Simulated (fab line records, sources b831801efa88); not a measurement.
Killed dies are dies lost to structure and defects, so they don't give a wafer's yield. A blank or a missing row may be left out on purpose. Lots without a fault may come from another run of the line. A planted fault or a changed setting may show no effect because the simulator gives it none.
A struck lot beside a sound one | flow sky130 | 34 steps out of a route of 708
Sound: wafers L117.1, L117.2, L117.3. Struck: wafer L132.3. (L132.1 of the same lot was not struck and is left out.) The cause comes at the end.
At each step with rows: each side's tool, then ch and its chambers, then its first start. Under that, the readings that differ: sound wafers | struck wafers | difference of the means | sigmas: that difference in standard deviations of wafers without a fault.
alike: readings whose means differ by less than 2 such deviations, and words and numbers that are the same on both sides. not compared: withheld readings, readings that some wafer has no value for, bounds like >300 that may hide the same value, and numbers for which the record gives no deviation and whose values overlap.
The two part at a step that has a row with sigmas, a row that says differs or no value, or rows on one side only. Numbers that don't overlap but have no deviation are shown without sigmas and don't part them. A reading that every wafer of one side lacks parts them only if that side has two wafers or more.

SKY_SD_P_CD_MEAS_07: target cd 380 nm.
  sound on cd_sem-02, day 25 15:13; struck on cd_sem-01, day 31 00:05
  alike: cd_nm
SKY_SD_P_OVL_MEAS_08:
  sound on overlay-02, day 25 15:20; struck on overlay-02, day 31 00:13
  alike: SD_P_OVL
then, 1 step without rows for these wafers: SKY_SD_P_IMPLANT_09.
SKY_SD_P_STRIP_10: strips in O2/N2.
  sound on plasma_asher-04 ch 0,1, day 25 15:31; struck on plasma_asher-04 ch 0, day 31 00:24
  alike: drypump_motor_current_A, oes_product_au, strip_time_to_endpoint_s
  not compared: rf_hours_counter_h
SKY_SD_P_TW_MEAS_11:
  sound on film_metro-02, day 25 15:37; struck on film_metro-03, day 31 00:30
  reading | sound          | struck | difference | sigmas
  SD_P_TW | 2804 2801 2814 | 2844   | +38        | +2
then, 7 steps without rows for these wafers: SKY_RES_XHIGH_DEHYDRATE_00 (time 60 s); SKY_RES_XHIGH_HMDS_01 (prime time 60 s); SKY_RES_XHIGH_COAT_02 (resist thk 1140 nm); SKY_RES_XHIGH_SOFTBAKE_03 (time 60 s); SKY_RES_XHIGH_EXPOSE_04 (exposes mask URPM, target cd 1270 nm); SKY_RES_XHIGH_PEB_05; SKY_RES_XHIGH_DEVELOP_06 (develop time 60 s).
SKY_RES_XHIGH_IMPLANT_07:
  sound on implanter-03 ch 0, day 26 20:36; struck on implanter-03 ch 0, day 32 03:55
  alike: beam_on_s
SKY_RES_XHIGH_STRIP_08: strips in O2/N2.
  sound on plasma_asher-02 ch 0,1, day 26 20:45; struck on plasma_asher-02 ch 1, day 32 04:04
  reading                      | sound             | struck | difference | sigmas
  strip_time_to_endpoint_s (s) | 14.21 14.22 14.22 | 14.13  | -0.09      | -2
  alike: drypump_motor_current_A, oes_product_au
  not compared: rf_hours_counter_h
SKY_RES_XHIGH_TW_MEAS_09:
  sound on film_metro-02, day 26 20:51; struck on film_metro-04, day 32 04:10
  reading      | sound          | struck | difference | sigmas
  RES_XHIGH_TW | 1626 1628 1627 | 1566   | -61        | -5
then, 7 steps without rows for these wafers: SKY_SD_N_DEHYDRATE_00 (time 60 s); SKY_SD_N_HMDS_01 (prime time 60 s); SKY_SD_N_COAT_02 (resist thk 1140 nm); SKY_SD_N_SOFTBAKE_03 (time 60 s); SKY_SD_N_EXPOSE_04 (exposes mask NSDM, target cd 380 nm); SKY_SD_N_PEB_05; SKY_SD_N_DEVELOP_06 (develop time 60 s).
SKY_SD_N_CD_MEAS_07: target cd 380 nm.
  sound on cd_sem-02, day 28 01:40; struck on cd_sem-02, day 33 06:28
  reading    | sound             | struck | difference | sigmas
  cd_nm (nm) | 374.8 375.0 377.4 | 383.3  | +7.6       | +3
SKY_SD_N_OVL_MEAS_08:
  sound on overlay-02, day 28 01:47; struck on overlay-02, day 33 06:35
  alike: SD_N_OVL
then, 2 steps without rows for these wafers: SKY_SD_N_IMPLANT_09; SKY_SD_N_IMPLANT_10.
SKY_SD_N_STRIP_11: strips in O2/N2.
  sound on plasma_asher-01 ch 0,1, day 28 02:07; struck on plasma_asher-04 ch 1, day 33 06:55
  alike: drypump_motor_current_A, oes_product_au, strip_time_to_endpoint_s
  not compared: rf_hours_counter_h
SKY_SD_N_TW_MEAS_12:
  sound on film_metro-04, day 28 02:13; struck on film_metro-03, day 33 07:01
  alike: SD_N_TW
then, 1 step without rows for these wafers: SKY_SD_N_CLEAN_13 (cleans in SC1/SC2, time 150 s).
SKY_SD_N_RTA_14: time 2 s.
  sound on rtp_anneal-01 ch 0, day 28 02:19; struck on rtp_anneal-02 ch 0, day 33 07:08
  reading            | sound             | struck | difference | sigmas
  lamp_power_pct (%) | 15.73 15.66 15.72 | 15.82  | +0.12      | +2
  alike: chamber_o2_ppm, ramp_up_c_per_s, wafer_temp_C_max
SKY_SD_N_RS_MEAS_16: measures by four-point-probe.
  sound on film_metro-02, day 28 02:30; struck on film_metro-04, day 33 07:18
  alike: SD_N_RS
SKY_SD_N_RS_MEAS_17: measures by four-point-probe.
  sound on film_metro-02, day 28 02:37; struck on film_metro-04, day 33 07:25
  alike: SD_P_RS
SKY_SD_N_RS_MEAS_18: measures by four-point-probe.
  sound on film_metro-02, day 28 02:44; struck on film_metro-04, day 33 07:32
  reading               | sound             | struck | difference | sigmas
  RES_XHIGH_RS (ohm/sq) | 332.2 331.5 333.0 | 384.4  | +52.2      | +40
then, 1 step without rows for these wafers: SKY_SALICIDE_CLEAN_00 (cleans in HF-last, time 30 s).

WHERE THEY PART
First at SKY_SD_P_TW_MEAS_11; last, within this record, at SKY_SD_N_RS_MEAS_18.

WHY: what the simulator had put in
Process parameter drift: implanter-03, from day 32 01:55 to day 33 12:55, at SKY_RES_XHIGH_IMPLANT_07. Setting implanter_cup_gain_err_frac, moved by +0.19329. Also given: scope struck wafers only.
